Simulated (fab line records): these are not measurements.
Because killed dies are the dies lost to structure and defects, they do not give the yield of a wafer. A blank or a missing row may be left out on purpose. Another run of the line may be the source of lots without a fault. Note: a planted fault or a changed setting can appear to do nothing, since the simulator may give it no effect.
8D (eight disciplines) problem report, filled in by code | flow gf180mcu | the parts of the form that need people (team, actions taken, sign-off) are left out

== 1. THE PROBLEM ==
tilt deg at GF_NSD_IMPLANT_09 reads a mean of 6.282 degrees on 9 wafers of 3 lots; wafers without a fault read 7.002 degrees with a standard deviation of 0.022. Measured from the usual mean, that is -33 standard deviations.
First seen on wafer L238.1, day 18 17:16, on implanter-02. At this step, 45 wafers from 15 lots have a number in the record. By rule, "out" or "out of limits" means more than 4 standard deviations away from the usual mean. The rest of the wafers with a number are treated as sound.

== 2. WHAT IT IS, WHAT IT ISN'T ==
question                    | is                     | is not
which readings at this step | tilt deg               | -
which lots                  | L238, L239, L243       | L224, L226, L227, L228, L230, L231, L232, L233, L234, L235, L242, L246
which wafers of those lots  | all that have a number | -
read on which tools         | implanter-02           | implanter-03, implanter-04
when                        | from day 18 17:16      | up to then (30 sound wafers); but 6 sound wafers of L242, L246 came after

== 3. WHAT RULES OUT EACH SUSPECT ==
Counting: any tool at a process step up to the reading is kept as a suspect provided that every lot that is out went through it and no sound lot did after the first of them.
- implanter-02 at GF_NSD_IMPLANT_09: kept. It ran every lot that is out, first L238 (day 18 17:16), and no sound lot after that; its last sound lot up to then is L235 (day 16 23:20). On those wafers its own readings are out: tilt deg.
After counting, what remains is implanter-02 at GF_NSD_IMPLANT_09.

== 4. THE CAUSE (what the simulator had put in) ==
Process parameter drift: implanter-02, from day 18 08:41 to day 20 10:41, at GF_NSD_IMPLANT_09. From 7, the setting tilt deg moved by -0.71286. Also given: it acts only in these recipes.
Only this tool survived the counting.

== 5. SEQUENCE OF EFFECTS, ordered by route ==
Each row: a reading where the mean over the struck wafers with a number is more than 3 standard deviations away from the usual. Only readings whose record carries a usual standard deviation are examined. hours: median over the lots of the time between each lot's start at the first step of this table that gives one and its start at this step. sigmas: the change, counted in usual standard deviations.
hours | step              | reading  | usual         | on struck wafers | change | sigmas
0     | GF_NSD_IMPLANT_09 | tilt deg | 7.002 degrees | 6.282            | -0.720 | -33
It contains these process steps:
- GF_NSD_IMPLANT_09
Readings that are blank on the struck wafers while sound wafers have them: NSD_RS at GF_PSD_RS_MEAS_14.
Later measuring or inspecting steps at which every struck wafer that the step has a row for has a number for every such reading, and none has moved that far: GF_NSD_TW_MEAS_12.

== 6. WHAT WOULD HAVE CAUGHT IT SOONER ==
In this record the first reading out of limits was taken at day 18 17:16, 9 hours after the fault began at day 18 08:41.
